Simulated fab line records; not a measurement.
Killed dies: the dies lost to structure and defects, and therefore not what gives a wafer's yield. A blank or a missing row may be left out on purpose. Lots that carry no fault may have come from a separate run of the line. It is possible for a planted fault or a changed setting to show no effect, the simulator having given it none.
Matching of chambers + flow gf180mcu + GF_V1_CVD_02 on pecvd-02: 3 sister chambers
The step deposits SiO2 from TEOS, target thk 850 nm, time 94.851 s. 16 wafers are shown with their chamber, then 7 later ones without.

== WAFERS PAIRED WITH THEIR CHAMBERS ==
| wafer  | chamber | heater power w (W) |
|--------|---------|--------------------|
| L559.3 | 1       | 738                |
| L559.4 | 2       | 670                |
| L559.6 | 0       | 656                |
| L562.1 | 2       | 661                |
| L562.2 | 1       | 782                |
| L562.6 | 2       | 716                |
| L569.3 | 0       | 795                |
| L569.4 | 0       | 836                |
| L569.6 | 2       | 551                |
| L570.4 | 0       | 793                |
| L570.5 | 1       | 800                |
| L570.6 | 2       | 656                |
| L571.2 | 2       | 667                |
| L571.5 | 0       | 821                |
| L571.6 | 1       | 778                |
| L572.2 | 1       | 709                |

SIGNATURES (averages over the wafers above)
| reading        | chamber 0 | chamber 1 | chamber 2 | scatter within a chamber |
|----------------|-----------|-----------|-----------|--------------------------|
| heater power w | 780.20    | 761.40    | 653.50    | 56.2                     |
Rule: a wafer lies at a distance from a chamber equal to the root of the sum of squares, over the readings, of (its reading less the chamber's mean, divided by the reading's scatter). The wafer belongs to the nearest chamber; if the next one is less than 2 further off, it can't be placed. The scatter: take each reading less its chamber's mean, square it, sum over the shown wafers, divide by the number of wafers less the number of chambers, and take the root.

== WAFERS MISSING THEIR CHAMBER ==
| wafer  | heater power w (W) |
|--------|--------------------|
| L572.3 | 694                |
| L572.5 | 544                |
| L573.4 | 656                |
| L573.6 | 782                |
| L574.1 | 820                |
| L574.2 | 762                |
| L574.4 | 617                |

== WHICH CHAMBER EACH WENT THROUGH ==
| wafer  | from the rows above          | in truth |
|--------|------------------------------|----------|
| L572.3 | can't be placed: 2 or 1 or 0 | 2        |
| L572.5 | can't be placed: 2 or 1      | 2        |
| L573.4 | can't be placed: 2 or 1      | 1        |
| L573.6 | can't be placed: 0 or 1      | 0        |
| L574.1 | can't be placed: 0 or 1      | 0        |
| L574.2 | can't be placed: 1 or 0 or 2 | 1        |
| L574.4 | can't be placed: 2 or 1      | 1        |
0 of 7 placed correctly. Cannot be placed on the basis of these rows: 7; the candidates contain the true chamber in 7. 0 placed wrongly.
